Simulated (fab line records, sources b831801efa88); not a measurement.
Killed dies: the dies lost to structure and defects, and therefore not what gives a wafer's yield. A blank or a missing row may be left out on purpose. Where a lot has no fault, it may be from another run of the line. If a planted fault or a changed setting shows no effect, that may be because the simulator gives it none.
Which tool was responsible?    flow sfq_line    15 lots with 45 wafers sampled at 2 steps, on a route of 325 steps

WHAT THE GAUGES SHOWED, per wafer
The record holds no reading of a measuring or inspecting step that can be judged against a usual standard deviation.

WHAT TOOL EACH LOT RAN ON (gives the tool, then ch and the chambers of the sampled wafers, and finally the start)
lot   SFQ_TRILAYER_A5C_DEP_PECVD_142   SFQ_TRILAYER_C5_ETCH_VIA_ETCH_154
L145  pecvd-01 ch 1,2, day 52 11:44    rie_diel-03 ch 1,3, day 62 12:46
L146  pecvd-03 ch 1,2, day 53 00:59    rie_diel-03 ch 0,1, day 62 18:41
L148  pecvd-03 ch 0,1,2, day 53 04:01  rie_diel-02 ch 0,1,3, day 63 03:05
L149  pecvd-01 ch 0,1,2, day 53 19:10  rie_diel-03 ch 0,1,2, day 63 19:45
L150  pecvd-01 ch 1,2, day 54 01:10    rie_diel-02 ch 0,1,3, day 64 00:40
L151  pecvd-01 ch 0,1, day 54 15:31    rie_diel-03 ch 0,1,3, day 64 15:04
L152  pecvd-02 ch 0,1,2, day 60 06:26  rie_diel-02 ch 0,1, day 65 11:27
L155  pecvd-01 ch 0,1,2, day 61 12:26  rie_diel-04 ch 0,2,3, day 66 17:16
L156  pecvd-01 ch 0,1, day 62 02:50    rie_diel-02 ch 0,1, day 70 22:13
L158  pecvd-01 ch 0,1, day 62 18:20    rie_diel-04 ch 1,2,3, day 71 17:25
L159  pecvd-01 ch 0,2, day 63 00:20    rie_diel-02 ch 0,3, day 71 18:37
L160  pecvd-01 ch 0,1, day 63 09:56    rie_diel-03 ch 0,3, day 71 22:13
L162  pecvd-01 ch 0,1,2, day 63 17:13  rie_diel-02 ch 0,2, day 72 01:49
L163  pecvd-02 ch 0,1, day 63 23:00    rie_diel-03 ch 0,1,2, day 72 05:10
L164  pecvd-01 ch 0,2, day 64 09:56    rie_diel-02 ch 0,2,3, day 72 12:22
- SFQ_TRILAYER_A5C_DEP_PECVD_142: deposits SiO2 from SiH4/N2O, time 15.556 s, target thk 70 nm.
- SFQ_TRILAYER_C5_ETCH_VIA_ETCH_154: etches SiO2 in CHF3, stops on Nb, target depth 84 nm.

WHAT THE TOOLS THEMSELVES READ (means of the sampled wafers that have a number; where no wafer has one, the mark that the record gives instead)
SFQ_TRILAYER_A5C_DEP_PECVD_142.
lot   tool      heater_power_w (W)  rf_fwd_power_W (W)  throttle_valve_pct (%)
L145  pecvd-01  77                  180.2               24.8
L146  pecvd-03  89                  180.5               24.3
L148  pecvd-03  86                  180.4               24.2
L149  pecvd-01  81                  179.9               24.7
L150  pecvd-01  80                  180.7               24.9
L151  pecvd-01  82                  180.0               24.8
L152  pecvd-02  80                  180.6               25.6
L155  pecvd-01  82                  180.4               25.1
L156  pecvd-01  79                  179.6               25.1
L158  pecvd-01  80                  180.3               25.2
L159  pecvd-01  79                  179.2               25.3
L160  pecvd-01  84                  179.9               25.3
L162  pecvd-01  84                  180.1               25.3
L163  pecvd-02  86                  180.2               26.3
L164  pecvd-01  81                  179.5               25.4

SFQ_TRILAYER_C5_ETCH_VIA_ETCH_154.
lot   tool         drypump_motor_current_A (A)  oes_product_au (a.u.)  rf_fwd_power_W (W)
L145  rie_diel-03  5.7                          0.885                  495.8
L146  rie_diel-03  5.8                          0.888                  496.6
L148  rie_diel-02  6.0                          0.882                  497.1
L149  rie_diel-03  5.9                          0.893                  494.9
L150  rie_diel-02  6.0                          0.890                  495.9
L151  rie_diel-03  5.9                          0.900                  496.0
L152  rie_diel-02  5.7                          0.902                  496.4
L155  rie_diel-04  5.8                          0.887                  498.3
L156  rie_diel-02  5.7                          0.893                  494.3
L158  rie_diel-04  6.0                          0.896                  498.0
L159  rie_diel-02  6.2                          0.899                  496.7
L160  rie_diel-03  6.0                          0.556                  494.8
L162  rie_diel-02  5.4                          0.545                  495.0
L163  rie_diel-03  5.9                          0.899                  495.4
L164  rie_diel-02  5.8                          0.549                  498.0

THE ANSWER, worked out from the rows above alone
Rule: what is usual is taken from the lots themselves. Put in order of their means at a reading, lots are off if they are a third of the lots or fewer, leave a main group of 4 or more, and stand apart from it by a gap of 3 or more times the standard deviation of the main group's means; of several such gaps the widest counts. The tables above print the reading to a certain number of digits; a main group whose means all agree to those digits is not used. A lot without any number at a reading at which 4 lots or more have one is off too. All remaining lots with rows at the step are treated as sound. First the gauges in route order, then the tools' own readings, where a lot's mean is used as printed above. At the first step where some lot is off, the reading lying furthest off is the one used; lots without a number count as furthest.
Off: L160, L162, L164, at SFQ_TRILAYER_C5_ETCH_VIA_ETCH_154 (oes_product_au). The main group has a mean of 0.893 a.u. with a standard deviation of 0.0062.
If a tool, at that step or one of the process steps before it, ran each lot that is off and ran no sound lot following the first of them, it fits. One candidate fits, namely pecvd-01 at SFQ_TRILAYER_A5C_DEP_PECVD_142. Its last sound lot is L159 (day 63 00:20), its first lot that is off L160 (day 63 09:56): a fault that began between those two fits.

WHAT THE SIMULATOR HAD INSERTED
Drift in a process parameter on pecvd-01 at SFQ_TRILAYER_A5C_DEP_PECVD_142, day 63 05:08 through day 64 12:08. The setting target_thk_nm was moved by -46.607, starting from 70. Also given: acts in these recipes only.
Struck lots among those shown: L160, L162, L164. Same finding as the rule above.
